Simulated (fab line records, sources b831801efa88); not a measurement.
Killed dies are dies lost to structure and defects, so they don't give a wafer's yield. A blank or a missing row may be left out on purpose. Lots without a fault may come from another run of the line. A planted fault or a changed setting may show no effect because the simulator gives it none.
Chamber matching | flow sky130 | SKY_VIA2_CMP_24 on cmp-02: 4 sister chambers
The step polishes, stops on SiO2, t overpolish 20 s, target thk 0 nm. 8 wafers are shown with their chamber, then 10 later ones without.

WAFERS WITH THEIR CHAMBER
wafer  | chamber | motor_current_A (A) | time_to_endpoint_s (s)
L934.6 | 0       | 11.8                | 103
L937.5 | 3       | 10.4                | 102
L937.6 | 2       | 11.7                | 100
L939.2 | 1       | 11.1                | 107
L939.3 | 2       | 12.3                | 100
L939.4 | 0       | 11.4                | 106
L944.2 | 3       | 10.7                | 105
L944.4 | 1       | 11.4                | 106

WAFERS WITHOUT THEIR CHAMBER
wafer  | motor_current_A (A) | time_to_endpoint_s (s)
L944.6 | 11.9                | 97
L946.1 | 10.8                | 103
L946.5 | 11.3                | 101
L946.6 | 11.6                | 110
L947.1 | 12.2                | 101
L947.3 | 10.9                | 101
L947.5 | 11.0                | 105
L948.1 | 11.6                | 98
L948.3 | 11.3                | 97
L948.6 | 11.6                | 102

WHICH CHAMBER EACH WENT THROUGH
wafer  | from the rows above               | in truth
L944.6 | 2                                 | 2
L946.1 | can't be placed: 3 or 1 or 0      | 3
L946.5 | can't be placed: 2 or 0 or 3 or 1 | 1
L946.6 | can't be placed: 1 or 0           | 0
L947.1 | 2                                 | 2
L947.3 | can't be placed: 3 or 0 or 1 or 2 | 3
L947.5 | can't be placed: 1 or 3 or 0      | 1
L948.1 | 2                                 | 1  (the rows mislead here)
L948.3 | can't be placed: 2 or 3 or 0      | 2
L948.6 | can't be placed: 0 or 2 or 1      | 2
Placed correctly: 2 of 10. Can't be placed from these rows: 7 (the true chamber is among the candidates in 7). Placed wrongly: 1.
How it was worked out, from the rows above alone: a wafer's distance from a chamber is the root of the sum, over the readings, of the square of ((its reading less the chamber's mean) divided by the reading's scatter). The wafer belongs to the nearest chamber; if the next one is less than 2 further off, it can't be placed. A chamber's mean is the mean of its shown wafers. The scatter: the root of (the sum of the squares of (reading less its chamber's mean) over the shown wafers, divided by (wafers less chambers)).
